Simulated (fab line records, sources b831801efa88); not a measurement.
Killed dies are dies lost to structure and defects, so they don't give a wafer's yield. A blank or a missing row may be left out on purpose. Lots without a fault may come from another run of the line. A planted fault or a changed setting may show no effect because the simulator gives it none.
Tool commonality check | flow sky130 | 11 lots, 42 wafers sampled

WHY IT WAS OPENED
At SKY_RES_XHIGH_TW_MEAS_09 the reading RES_XHIGH_TW is flagged on 3 of 11 lots. Wafers without a fault read 1642, standard deviation 13.
Rule: a lot is flagged when every wafer of it that has a number lies more than 4 standard deviations from that mean, or none has a number. The other lots count as sound.

lot  | measured     | on            | RES_XHIGH_TW, wafer by wafer  | flag
L262 | day 27 08:38 | film_metro-03 | 1637 1637 1645                |
L263 | day 27 14:29 | film_metro-03 | 1642 1643 1641                |
L264 | day 28 13:01 | film_metro-03 | 1643 1642 1647                |
L265 | day 29 14:08 | film_metro-03 | 1626 1627 1636                |
L266 | day 29 22:48 | film_metro-04 | 2035 2025 2030 2024 2014 2028 | FLAGGED
L268 | day 30 14:37 | film_metro-03 | 2005 2009 2020 2003 2013 2009 | FLAGGED
L270 | day 30 18:08 | film_metro-03 | 1644 1649 1636                |
L272 | day 30 22:55 | film_metro-02 | 1993 2002 2002 1997 1990 1996 | FLAGGED
L276 | day 32 07:44 | film_metro-04 | 1664 1658 1669                |
L281 | day 33 10:44 | film_metro-02 | 1625 1629 1624                |
L283 | day 34 07:32 | film_metro-02 | 1637 1636 1628                |
The numbers of the flagged lots are 2011 on average: +369 against the usual, or +28 standard deviations.

WHICH TOOL RAN EACH LOT
The record holds 3 process steps before the reading, out of a route of 708 steps. In each cell: the tool, then ch and the chambers that the sampled wafers went through, then the start.
lot  | flag    | SKY_POLY_CUT_STRIP_12                | SKY_RES_XHIGH_IMPLANT_07        | SKY_RES_XHIGH_STRIP_08
L262 |         | plasma_asher-01 ch 0,1, day 24 22:04 | implanter-04 ch 0, day 27 08:23 | plasma_asher-01 ch 0,1, day 27 08:32
L263 |         | plasma_asher-03 ch 1, day 25 03:34   | implanter-03 ch 0, day 27 14:16 | plasma_asher-02 ch 0,1, day 27 14:23
L264 |         | plasma_asher-03 ch 1, day 26 02:49   | implanter-03 ch 0, day 28 12:46 | plasma_asher-04 ch 0, day 28 12:55
L265 |         | plasma_asher-01 ch 0,1, day 27 04:37 | implanter-04 ch 0, day 29 13:55 | plasma_asher-02 ch 0,1, day 29 14:02
L266 | FLAGGED | plasma_asher-03 ch 0, day 27 14:10   | implanter-03 ch 0, day 29 22:15 | plasma_asher-01 ch 0,1, day 29 22:41
L268 | FLAGGED | plasma_asher-04 ch 0,1, day 28 05:32 | implanter-03 ch 0, day 30 14:05 | plasma_asher-04 ch 0,1, day 30 14:32
L270 |         | plasma_asher-03 ch 0,1, day 28 09:49 | implanter-01 ch 0, day 30 17:55 | plasma_asher-01 ch 0, day 30 18:02
L272 | FLAGGED | plasma_asher-04 ch 0,1, day 28 14:27 | implanter-04 ch 0, day 30 22:20 | plasma_asher-04 ch 0,1, day 30 22:47
L276 |         | plasma_asher-03 ch 0,1, day 29 22:52 | implanter-04 ch 0, day 32 07:29 | plasma_asher-01 ch 0,1, day 32 07:38
L281 |         | plasma_asher-03 ch 0,1, day 31 03:52 | implanter-01 ch 0, day 33 10:29 | plasma_asher-02 ch 0,1, day 33 10:38
L283 |         | plasma_asher-03 ch 0,1, day 32 03:37 | implanter-04 ch 0, day 34 07:17 | plasma_asher-02 ch 0,1, day 34 07:26
What these steps do:
- SKY_POLY_CUT_STRIP_12: strips in O2/N2.
- SKY_RES_XHIGH_IMPLANT_07
- SKY_RES_XHIGH_STRIP_08: strips in O2/N2.
- SKY_RES_XHIGH_TW_MEAS_09

FLAGGED OVER TOTAL, TOOL BY TOOL (the gauges that took the reading come last)
step                     | tool            | lots run | flagged | share of the flagged lots | sound lots run after its first flagged lot
SKY_POLY_CUT_STRIP_12    | plasma_asher-01 | 2        | 0       | none                      | -
SKY_POLY_CUT_STRIP_12    | plasma_asher-03 | 7        | 1       | some                      | 4 (L270,L276,L281,L283)
SKY_POLY_CUT_STRIP_12    | plasma_asher-04 | 2        | 2       | some                      | 0
SKY_RES_XHIGH_IMPLANT_07 | implanter-01    | 2        | 0       | none                      | -
SKY_RES_XHIGH_IMPLANT_07 | implanter-03    | 4        | 2       | some                      | 0
SKY_RES_XHIGH_IMPLANT_07 | implanter-04    | 5        | 1       | some                      | 2 (L276,L283)
SKY_RES_XHIGH_STRIP_08   | plasma_asher-01 | 4        | 1       | some                      | 2 (L270,L276)
SKY_RES_XHIGH_STRIP_08   | plasma_asher-02 | 4        | 0       | none                      | -
SKY_RES_XHIGH_STRIP_08   | plasma_asher-04 | 3        | 2       | some                      | 0
SKY_RES_XHIGH_TW_MEAS_09 | film_metro-02   | 3        | 1       | some                      | 2 (L281,L283)
SKY_RES_XHIGH_TW_MEAS_09 | film_metro-03   | 6        | 1       | some                      | 1 (L270)
SKY_RES_XHIGH_TW_MEAS_09 | film_metro-04   | 2        | 1       | some                      | 1 (L276)

WHAT THE TABLE ALLOWS
No row of the table ran every flagged lot.

WHAT THE SIMULATOR HAD PUT IN
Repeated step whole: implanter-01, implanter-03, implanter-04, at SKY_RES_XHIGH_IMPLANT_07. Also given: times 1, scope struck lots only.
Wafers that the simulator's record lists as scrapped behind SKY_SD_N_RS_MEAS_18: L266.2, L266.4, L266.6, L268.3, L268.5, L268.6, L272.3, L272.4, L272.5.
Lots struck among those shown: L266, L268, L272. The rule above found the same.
